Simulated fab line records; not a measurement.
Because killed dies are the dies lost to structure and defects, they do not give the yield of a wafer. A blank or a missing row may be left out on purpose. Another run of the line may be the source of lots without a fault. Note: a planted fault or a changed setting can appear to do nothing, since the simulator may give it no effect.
The tool behind it: which one? + flow gf180mcu + 12 lots with 36 wafers sampled at 3 steps, on a route of 602 steps

## WHAT THE GAUGES SHOWED, per wafer
GF_M2_THK_MEAS_06: measures by xrf.
| lot  | measured     | on           | M2_ALCU_THK (nm) |
|------|--------------|--------------|------------------|
| L075 | day 18 12:49 | filmMetro-04 | 461 466 458      |
| L077 | day 19 13:07 | filmMetro-02 | 454 460 462      |
| L079 | day 20 03:20 | filmMetro-04 | 459 458 457      |
| L081 | day 20 22:46 | filmMetro-04 | 458 462 454      |
| L083 | day 21 15:54 | filmMetro-02 | 457 464 459      |
| L085 | day 22 13:58 | filmMetro-04 | 461 459 459      |
| L087 | day 23 00:22 | filmMetro-03 | 463 471 460      |
| L089 | day 23 19:18 | filmMetro-03 | 464 467 467      |
| L091 | day 24 11:37 | filmMetro-02 | 465 464 460      |
| L093 | day 25 00:23 | filmMetro-02 | 461 466 465      |
| L095 | day 25 16:23 | filmMetro-02 | 456 457 461      |
| L097 | day 26 05:08 | filmMetro-03 | 467 466 467      |

## EACH LOT AND THE TOOL THAT RAN IT (in order: tool; ch and the chambers of the sampled wafers; start)
| lot  | GF_V1_SPUTTER_21            | GF_M2_SPUTTER_01            |
|------|-----------------------------|-----------------------------|
| L075 | pvdSputter-01, day 18 11:45 | pvdSputter-04, day 18 12:33 |
| L077 | pvdSputter-03, day 19 11:24 | pvdSputter-04, day 19 12:53 |
| L079 | pvdSputter-03, day 20 02:18 | pvdSputter-02, day 20 03:05 |
| L081 | pvdSputter-03, day 20 21:41 | pvdSputter-02, day 20 22:29 |
| L083 | pvdSputter-04, day 21 14:51 | pvdSputter-03, day 21 15:39 |
| L085 | pvdSputter-04, day 22 12:53 | pvdSputter-03, day 22 13:42 |
| L087 | pvdSputter-04, day 22 23:19 | pvdSputter-03, day 23 00:07 |
| L089 | pvdSputter-03, day 23 18:16 | pvdSputter-03, day 23 19:04 |
| L091 | pvdSputter-04, day 24 10:34 | pvdSputter-04, day 24 11:21 |
| L093 | pvdSputter-01, day 24 23:20 | pvdSputter-04, day 25 00:08 |
| L095 | pvdSputter-04, day 25 15:22 | pvdSputter-02, day 25 16:09 |
| L097 | pvdSputter-04, day 26 04:06 | pvdSputter-04, day 26 04:53 |
- GF_V1_SPUTTER_21: material Ti, target thk 15 nm, time 80.02 s.
- GF_M2_SPUTTER_01: material TiN, target thk 30 nm, time 25 s.

## THE ANSWER, worked out from the rows above alone
Rule: usual is defined by the lots themselves. The widest of any qualifying gaps counts: lots, ordered by their means at a reading, are off when they make up no more than a third of the lots, leave a main group of 4 or more, and stand apart from it by 3 or more times the standard deviation of that group's means. Not used: any main group whose means are identical at the precision the tables above print for the reading. Also off: a lot with no number at a reading for which 4 or more lots have one. The other lots that the step has rows for count as sound.
Nothing can be told from this: no lot is off at any reading shown.

## WHAT THE SIMULATOR PUT IN
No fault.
